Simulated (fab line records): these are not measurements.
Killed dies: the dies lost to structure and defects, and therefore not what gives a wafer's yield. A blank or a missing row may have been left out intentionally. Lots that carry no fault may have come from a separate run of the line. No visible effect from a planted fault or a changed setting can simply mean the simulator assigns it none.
Struck lot and sound lot, side by side	flow sky130	20 out of 708 route steps
Sound: these wafers, L633.1, L633.2, L633.5. Wafers struck: L642.1, L642.4, L642.6. Last of all comes the cause.
Per side, at each step with rows, come the tool, then ch with its chambers, and then its first start. Under that, the readings that differ: sound wafers	struck wafers	difference of the means	sigmas: that difference in standard deviations of wafers without a fault.
alike: a reading whose means differ by less than 2 such deviations, as well as words and numbers matching on both sides. not compared: withheld readings; readings where some wafer has no value; bounds like >300 that might hide an equal value; numbers whose values overlap and for which the record gives no deviation.
The two part at a step that has a row with sigmas, a row that says differs or no value, or rows on one side only. Numbers that have no deviation but don't overlap get no sigmas and don't part them. A reading that every wafer of one side lacks parts them only if that side has two wafers or more.

SKY_RES_XHIGH_STRIP_08: strips in O2/N2.
  sound on plasma_asher-04 ch 0,1, day 26 14:18; struck on plasma_asher-04 ch 0,1, day 30 05:55
  alike: drypump_motor_current_A, oes_product_au, strip_time_to_endpoint_s
  not compared: rf_hours_counter_h
SKY_RES_XHIGH_TW_MEAS_09:
  struck on film_metro-03, day 30 06:01; sound on film_metro-03, day 26 14:24
  alike: RES_XHIGH_TW
then, 7 steps without rows for these wafers: SKY_SD_N_DEHYDRATE_00 (time 60 s); SKY_SD_N_HMDS_01 (prime time 60 s); SKY_SD_N_COAT_02 (resist thk 1140 nm); SKY_SD_N_SOFTBAKE_03 (time 60 s); SKY_SD_N_EXPOSE_04 (exposes mask NSDM, target cd 380 nm); SKY_SD_N_PEB_05; SKY_SD_N_DEVELOP_06 (develop time 60 s).
SKY_SD_N_CD_MEAS_07: the cd target is 380 nm.
  struck on cd_sem-01, day 31 09:42; sound on cd_sem-02, day 27 19:24
  alike: cd_nm
SKY_SD_N_OVL_MEAS_08:
  struck on overlay-02, day 31 09:49; sound on overlay-01, day 27 19:31
  alike: SD_N_OVL
then, 1 step without rows for these wafers: SKY_SD_N_IMPLANT_09.
SKY_SD_N_IMPLANT_10:
  sound on implanter-01 ch 0, day 27 19:42; struck on implanter-03 ch 0, day 31 10:07
reading	sound	struck	difference	sigmas
implant_ion_amu	31 31 31	75 75 75	+44	
tilt_deg (degrees)	-0.007 -0.037 -0.039	0.018 0.033 0.012	+0.049	+2
model.implant.rp_nm (nm)	27.81 27.81 27.81	16.03 16.03 16.03	-11.78	
model.implant.drp_nm (nm)	13 13 13	7.233 7.233 7.233	-5.767	
  alike: beam_on_s
SKY_SD_N_STRIP_11: strips in O2/N2.
  sound on plasma_asher-04 ch 0,1, day 27 19:51; struck on plasma_asher-03 ch 0,1, day 31 10:16
reading	sound	struck	difference	sigmas
strip_time_to_endpoint_s (s)	22.59 22.53 22.57	22.67 22.63 22.62	+0.08	+2
  alike: drypump_motor_current_A, oes_product_au
  not compared: rf_hours_counter_h
SKY_SD_N_TW_MEAS_12:
  struck on film_metro-04, day 31 10:22; sound on film_metro-03, day 27 19:57
reading	sound	struck	difference	sigmas
SD_N_TW	3902 3896 3891	3992 3984 3985	+91	+2
then, 1 step without rows for these wafers: SKY_SD_N_CLEAN_13 (cleans in SC1/SC2, time 150 s).
SKY_SD_N_RTA_14: time 2 s.
  sound on rtp_anneal-02 ch 0, day 27 20:04; struck on rtp_anneal-02 ch 0, day 31 10:29
  alike: chamber_o2_ppm, lamp_power_pct, wafer_temp_C_max
SKY_SD_N_RS_MEAS_16: uses a four-point probe to measure.
  struck on film_metro-04, day 31 10:39; sound on film_metro-04, day 27 20:14
reading	sound	struck	difference	sigmas
SD_N_RS (ohm/sq)	68.56 68.60 68.57	70.78 70.71 70.95	+2.24	+20
SKY_SD_N_RS_MEAS_17: uses a four-point probe to measure.
  struck on film_metro-04, day 31 10:46; sound on film_metro-04, day 27 20:22
  alike: SD_P_RS
-- record jumps: 17 days separate the struck wafers' starts on either side; left off in module SD_N, taken up again in module PAD_OPEN, whose first shown step is the route's number 708 --
SKY_PAD_OPEN_PROBE_99:
  struck on prober-02, day 48 07:12; sound on prober-02, day 45 16:02
  alike: killed_at_M0_to_M3, killed_at_M4_up, killed_at_contacts, killed_at_front_end, killed_at_other, killed_dies, killed_open, killed_short
  not compared: model.etest.res_ndiff.line_ohm_um, model.etest.res_ndiff.rs_ohm_sq, model.etest.res_ndiff_hv.rs_ohm_sq

## WHERE THEY PART
First at SKY_SD_N_IMPLANT_10; last, within this record, at SKY_SD_N_RS_MEAS_16. Later steps at which nothing parts them and some readings are alike: SKY_SD_N_RS_MEAS_17, SKY_PAD_OPEN_PROBE_99.

WHY: what had been put in by the simulator
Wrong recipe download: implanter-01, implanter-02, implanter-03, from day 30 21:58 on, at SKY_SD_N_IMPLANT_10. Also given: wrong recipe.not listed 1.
